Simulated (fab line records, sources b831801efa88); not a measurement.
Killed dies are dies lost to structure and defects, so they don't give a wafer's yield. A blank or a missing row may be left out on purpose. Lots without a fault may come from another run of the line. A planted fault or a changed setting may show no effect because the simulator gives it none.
Chamber matching | flow sky130 | SKY_FIELD_ISO_ETCH_14 on rie_diel-04: 4 sister chambers
The step etches BARC in N2/H2, stops on SiO2, time 45.9 s, target depth 60 nm. 18 wafers are shown with their chamber, then 9 later ones without.

WAFERS WITH THEIR CHAMBER
wafer  | chamber | drypump_motor_current_A (A) | oes_product_au (a.u.) | throttle_valve_pct (%)
L074.1 | 0       | 6.7                         | 0.851                 | 13.221
L074.3 | 1       | 5.6                         | 0.855                 | 13.227
L074.4 | 2       | 5.7                         | 0.858                 | 13.227
L077.1 | 0       | 6.7                         | 0.865                 | 13.217
L077.5 | 1       | 5.6                         | 0.855                 | 13.242
L077.6 | 0       | 6.7                         | 0.850                 | 13.225
L079.1 | 1       | 5.6                         | 0.853                 | 13.223
L079.2 | 2       | 5.7                         | 0.845                 | 13.233
L079.6 | 2       | 5.7                         | 0.852                 | 13.204
L080.1 | 0       | 6.7                         | 0.858                 | 13.222
L080.3 | 2       | 5.7                         | 0.852                 | 13.227
L080.4 | 1       | 5.6                         | 0.855                 | 13.213
L089.1 | 1       | 5.6                         | 0.869                 | 13.209
L089.2 | 3       | 5.6                         | 0.854                 | 13.193
L089.4 | 0       | 6.7                         | 0.856                 | 13.226
L090.2 | 3       | 5.5                         | 0.853                 | 13.231
L090.3 | 0       | 6.7                         | 0.858                 | 13.210
L090.6 | 0       | 6.7                         | 0.851                 | 13.210

SIGNATURES (means of the wafers above)
reading                 | chamber 0 | chamber 1 | chamber 2 | chamber 3 | scatter within a chamber
drypump_motor_current_A | 6.700     | 5.600     | 5.700     | 5.550     | 0.0189
oes_product_au          | 0.85557   | 0.85740   | 0.85175   | 0.85350   | 0.00554
throttle_valve_pct      | 13.21871  | 13.22280  | 13.22275  | 13.21200  | 0.0124
Rule: a wafer's distance from a chamber is the root of the sum, over the readings, of the square of ((its reading less the chamber's mean) divided by the reading's scatter). The wafer belongs to the nearest chamber; if the next one is less than 2 further off, it can't be placed. The scatter: the root of (the sum of the squares of (reading less its chamber's mean) over the shown wafers, divided by (wafers less chambers)).

WAFERS WITHOUT THEIR CHAMBER
wafer  | drypump_motor_current_A (A) | oes_product_au (a.u.) | throttle_valve_pct (%)
L091.1 | 5.6                         | 0.850                 | 13.238
L091.4 | 6.7                         | 0.844                 | 13.240
L091.5 | 5.7                         | 0.862                 | 13.222
L093.1 | 5.7                         | 0.851                 | 13.209
L093.2 | 6.7                         | 0.846                 | 13.220
L093.5 | 5.7                         | 0.861                 | 13.225
L094.1 | 6.7                         | 0.859                 | 13.225
L094.5 | 6.7                         | 0.848                 | 13.227
L094.6 | 5.6                         | 0.860                 | 13.219

WHICH CHAMBER EACH WENT THROUGH
wafer  | from the rows above     | in truth
L091.1 | can't be placed: 1 or 3 | 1
L091.4 | 0                       | 0
L091.5 | 2                       | 2
L093.1 | 2                       | 2
L093.2 | 0                       | 0
L093.5 | 2                       | 2
L094.1 | 0                       | 0
L094.5 | 0                       | 0
L094.6 | 1                       | 1
Placed correctly: 8 of 9. Can't be placed from these rows: 1 (the true chamber is among the candidates in 1). Placed wrongly: 0.
